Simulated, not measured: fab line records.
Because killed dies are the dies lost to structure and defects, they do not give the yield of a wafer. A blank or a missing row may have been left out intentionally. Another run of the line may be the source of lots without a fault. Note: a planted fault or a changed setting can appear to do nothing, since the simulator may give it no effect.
A lot that was struck, set against a sound lot | flow gf180mcu | 13 out of 602 route steps
Sound: these wafers, L557.2, L557.5, L557.6. The struck wafers were L548.1, L548.3, L548.5. The cause is given at the end.
Per side, at each step with rows, come the tool, then ch with its chambers, and then its first start. Under that, the readings that differ: sound wafers | struck wafers | difference of the means | sigmas: that difference in standard deviations of wafers without a fault.
alike: same words and numbers on both sides, and readings whose means sit less than 2 such deviations apart. not compared: any withheld reading, any reading some wafer has no value for, any bound like >300 that may hide the same value, and any number with overlapping values for which the record gives no deviation.
A row with sigmas, a row that says differs or no value, or rows on one side alone: a step with any of these is where the two part. When numbers do not overlap yet have no deviation, they are printed without sigmas and do not part them. Lack of a reading on every wafer of one side parts them only where that side has two or more wafers.

first, 5 steps without rows for these wafers: GF_STI_WET_ETCH_17 (etches Si3N4 in H3PO4, target depth 45 nm, time 514 s); GF_STI_CLEAN_18 (cleans in SC1/SC2, time 144.5 s); GF_STI_CLEAN_19 (cleans in dHF, time 20 s); GF_STI_WET_ETCH_20 (etches SiO2 in dHF, target depth 20 nm, time 400 s); GF_STI_OXIDATION_21 (stabilise 600 s, purge 300 s, target thk 15 nm).
GF_STI_THK_MEAS_22:
  sound: filmMetro-04 at day 5 03:47; struck: filmMetro-04 at day 3 07:35
  alike: STI_OXIDATION_01_THK
then, 1 step without rows for these wafers: GF_STI_CVD_23 (deposits SiO2, target thk 650 nm, time 108.3 s).
GF_STI_THK_MEAS_24:
  sound: filmMetro-03 at day 5 03:55; struck: filmMetro-02 at day 3 07:43
  alike: STI_CVD_23_THK
GF_STI_CMP_25: polishes, stops on Si3N4, t overpolish 33 s, target thk 524.6 nm.
  sound on cmp-01 ch 1,2, day 5 04:01; struck on cmp-01 ch 1,2, day 3 07:46
  alike: motorCurrentA, overpolishRunS, timeToEndpointS
then, 3 steps without rows for these wafers: GF_STI_WET_ETCH_26 (etches SiO2 in dHF, target depth 94 nm, time 188 s); GF_STI_WET_ETCH_27 (etches Si3N4 in H3PO4, target depth 160 nm, time 1825 s); GF_STI_WET_ETCH_28 (etches SiO2 in dHF, target depth 20 nm, time 40 s).
GF_STI_OXIDATION_29: stabilise 600 s, purge 300 s, target thk 10 nm.
  sound on furnace-01 ch 0, day 5 05:39; struck on furnace-02, day 3 09:50
  no value came back on the struck wafers for any of 6 readings (oxTempC (C), oxTempCMax and others); on the sound wafers oxTempC (C) reads 900.4 900.3 900.6

WHERE THEY PART
GF_STI_OXIDATION_29 only, going by this record.

WHY: what had been put in by the simulator
Whole step skipped at GF_STI_OXIDATION_29 on furnace-02, starting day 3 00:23. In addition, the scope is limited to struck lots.
